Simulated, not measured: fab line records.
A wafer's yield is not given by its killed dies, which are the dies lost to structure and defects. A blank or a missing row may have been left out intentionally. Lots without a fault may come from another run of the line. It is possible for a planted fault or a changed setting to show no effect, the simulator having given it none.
What tool caused it? ; flow sfq_line ; Sampling: 14 lots, 42 wafers, 4 of 325 route steps

## WHAT EACH GAUGE READ, for each wafer
SFQ_M6_RS_MEAS_938: uses a four-point probe to measure. Usual: M6_NB_RS typically reads 0.894 ohm/sq, with standard deviation 0.0089.
lot;measured;on;M6_NB_RS (ohm/sq);flag
L239;day 61 13:33;film_metro-01;0.876 0.880 0.889;
L240;day 61 15:56;film_metro-03;0.900 0.901 0.890;
L241;day 61 18:19;film_metro-02;0.896 0.888 0.899;
L242;day 61 19:32;film_metro-03;0.891 0.883 0.902;
L243;day 61 21:57;film_metro-03;0.881 0.893 0.886;
L244;day 61 23:07;film_metro-01;0.895 0.899 0.899;
L245;day 62 01:13;film_metro-03;0.911 0.898 0.905;
L246;day 62 02:24;film_metro-02;0.895 0.906 0.910;
L252;day 69 12:19;film_metro-03;0.897 0.886 0.881;
L254;day 72 21:25;film_metro-03;0.903 0.900 0.898;
L256;day 75 23:53;film_metro-02;0.877 0.877 0.883;
L257;day 76 07:41;film_metro-01;0.886 0.893 0.899;
L259;day 76 20:40;film_metro-02;0.891 0.893 0.899;
L261;day 77 07:10;film_metro-02;0.887 0.897 0.887;

SFQ_I6_OVL_MEAS_942. Usual: I6_OVL typically reads 2 nm, with standard deviation 4.7.
lot;measured;on;I6_OVL (nm);flag
L239;day 63 00:11;overlay-01;6 5 3;
L240;day 63 01:23;overlay-01;-8 3 -6;
L241;day 63 03:35;overlay-02;1 -2 2;
L242;day 63 04:47;overlay-02;2 2 1;
L243;day 63 05:59;overlay-02;1 2 1;
L244;day 63 07:11;overlay-02;4 7 7;
L245;day 63 09:39;overlay-02;1 3 2;
L246;day 63 15:46;overlay-02;0 5 -2;
L252;day 76 20:50;overlay-02;7 8 6;
L254;day 77 13:20;overlay-01;-4 0 -3;
L256;day 80 10:53;overlay-01;6 10 9;
L257;day 80 22:52;overlay-02;3 6 1;
L259;day 81 19:17;overlay-02;4 -9 1;
L261;day 82 12:05;overlay-01;5 4 6;

## EACH LOT AND THE TOOL THAT RAN IT (in order: tool; ch and the chambers of the sampled wafers; start)
lot;SFQ_TRILAYER_M2_BARC_OPEN_METAL_ETCH_077;SFQ_TRILAYER_M3_BARC_OPEN_METAL_ETCH_100
L239;rie_metal-01 ch 1, day 28 19:17;rie_metal-03 ch 0,1, day 35 10:24
L240;rie_metal-01 ch 0,1, day 31 07:56;rie_metal-03 ch 0,1, day 38 03:25
L241;rie_metal-01 ch 1, day 31 16:19;rie_metal-03 ch 0,1, day 38 11:11
L242;rie_metal-03 ch 0,1, day 32 03:08;rie_metal-02 ch 0,1, day 38 23:44
L243;rie_metal-01 ch 0,1, day 32 09:34;rie_metal-03 ch 0,1, day 39 08:23
L244;rie_metal-02 ch 0,1, day 32 15:08;rie_metal-04 ch 0, day 39 17:58
L245;rie_metal-01 ch 0,1, day 32 18:44;rie_metal-02 ch 1, day 39 22:47
L246;rie_metal-01 ch 0,1, day 32 23:32;rie_metal-03 ch 0,1, day 40 08:22
L252;rie_metal-01 ch 1, day 40 12:50;rie_metal-02 ch 0,1, day 47 07:14
L254;rie_metal-02 ch 0,1, day 41 21:35;rie_metal-03 ch 0,1, day 47 09:47
L256;rie_metal-03 ch 0,1, day 42 14:23;rie_metal-03 ch 0,1, day 47 12:10
L257;rie_metal-03 ch 1, day 43 01:11;rie_metal-04 ch 0,1, day 47 13:22
L259;rie_metal-01 ch 1, day 43 19:13;rie_metal-03 ch 0,1, day 54 16:07
L261;rie_metal-03 ch 0,1, day 44 19:42;rie_metal-02 ch 0,1, day 55 11:19
- SFQ_TRILAYER_M2_BARC_OPEN_METAL_ETCH_077: etches BARC in O2, target depth 125 nm, time 41.7 s.
- SFQ_TRILAYER_M3_BARC_OPEN_METAL_ETCH_100: etches BARC in O2, target depth 125 nm, time 41.7 s.

## WHAT THE TOOLS THEMSELVES READ (means of the sampled wafers that have a number; where no wafer has one, the mark that the record gives instead)
SFQ_TRILAYER_M2_BARC_OPEN_METAL_ETCH_077. Usual: chamber_pressure_mTorr 10.000 mTorr, standard deviation 0.0092; drypump_motor_current_A 5.90 A, standard deviation 0.29; he_backside_leak_sccm 3.4 sccm, standard deviation 0.3; oes_product_au 0.685 a.u., standard deviation 0.0053.
lot;tool;chamber_pressure_mTorr (mTorr);drypump_motor_current_A (A);he_backside_leak_sccm (sccm);oes_product_au (a.u.);flag
L239;rie_metal-01;10.006;5.96;3.7;0.685;
L240;rie_metal-01;10.002;5.75;3.2;0.682;
L241;rie_metal-01;10.007;5.96;3.5;0.687;
L242;rie_metal-03;9.994;5.94;3.3;0.681;
L243;rie_metal-01;10.004;5.76;3.2;0.687;
L244;rie_metal-02;10.008;6.20;3.5;0.684;
L245;rie_metal-01;10.006;5.77;3.3;0.683;
L246;rie_metal-01;10.002;5.87;3.3;0.686;
L252;rie_metal-01;10.003;5.96;3.3;0.683;
L254;rie_metal-02;9.997;5.88;3.4;0.685;
L256;rie_metal-03;10.003;5.74;3.3;0.691;
L257;rie_metal-03;9.997;6.10;3.4;0.683;
L259;rie_metal-01;10.001;5.97;3.3;0.686;
L261;rie_metal-03;10.004;5.75;3.5;0.687;

SFQ_TRILAYER_M3_BARC_OPEN_METAL_ETCH_100. Usual: chamber_pressure_mTorr 10.000 mTorr, standard deviation 0.009; drypump_motor_current_A 5.8 A, standard deviation 0.39; he_backside_leak_sccm 3.41 sccm, standard deviation 0.2; oes_product_au 0.685 a.u., standard deviation 0.0046.
lot;tool;chamber_pressure_mTorr (mTorr);drypump_motor_current_A (A);he_backside_leak_sccm (sccm);oes_product_au (a.u.);flag
L239;rie_metal-03;9.994;5.8;3.38;0.686;
L240;rie_metal-03;10.001;5.9;3.25;0.684;
L241;rie_metal-03;9.996;5.9;3.33;0.684;
L242;rie_metal-02;9.996;5.9;3.35;0.683;
L243;rie_metal-03;10.004;5.7;3.37;0.685;
L244;rie_metal-04;10.009;5.9;3.40;0.682;
L245;rie_metal-02;10.004;6.5;3.64;0.682;
L246;rie_metal-03;10.002;5.8;3.23;0.680;
L252;rie_metal-02;10.002;6.2;3.53;0.688;
L254;rie_metal-03;9.331;5.8;3.45;0.685;OFF
L256;rie_metal-03;9.326;5.8;3.40;0.681;OFF
L257;rie_metal-04;10.000;5.6;3.17;0.685;
L259;rie_metal-03;10.007;5.8;3.39;0.689;
L261;rie_metal-02;10.001;6.2;3.55;0.684;

## THE ANSWER, worked out from the rows above alone
Rule: a lot is off if the mean of its wafers that have a number lies more than 3 standard deviations from the usual mean. A lot without any number at a reading at which 4 lots or more have one is off too. All remaining lots with rows at the step are treated as sound. After the gauges, taken in route order, come the tools' own readings; for these a lot's mean is taken, as printed above. At the first step where some lot is off, the reading lying furthest off is the one used; lots without a number count as furthest.
Off at SFQ_TRILAYER_M3_BARC_OPEN_METAL_ETCH_100 (chamber_pressure_mTorr): L254, L256.
If a tool, at that step or one of the process steps before it, ran each lot that is off and ran no sound lot following the first of them, it fits. None of those tried fits.

## WHAT THE SIMULATOR HAD INSERTED
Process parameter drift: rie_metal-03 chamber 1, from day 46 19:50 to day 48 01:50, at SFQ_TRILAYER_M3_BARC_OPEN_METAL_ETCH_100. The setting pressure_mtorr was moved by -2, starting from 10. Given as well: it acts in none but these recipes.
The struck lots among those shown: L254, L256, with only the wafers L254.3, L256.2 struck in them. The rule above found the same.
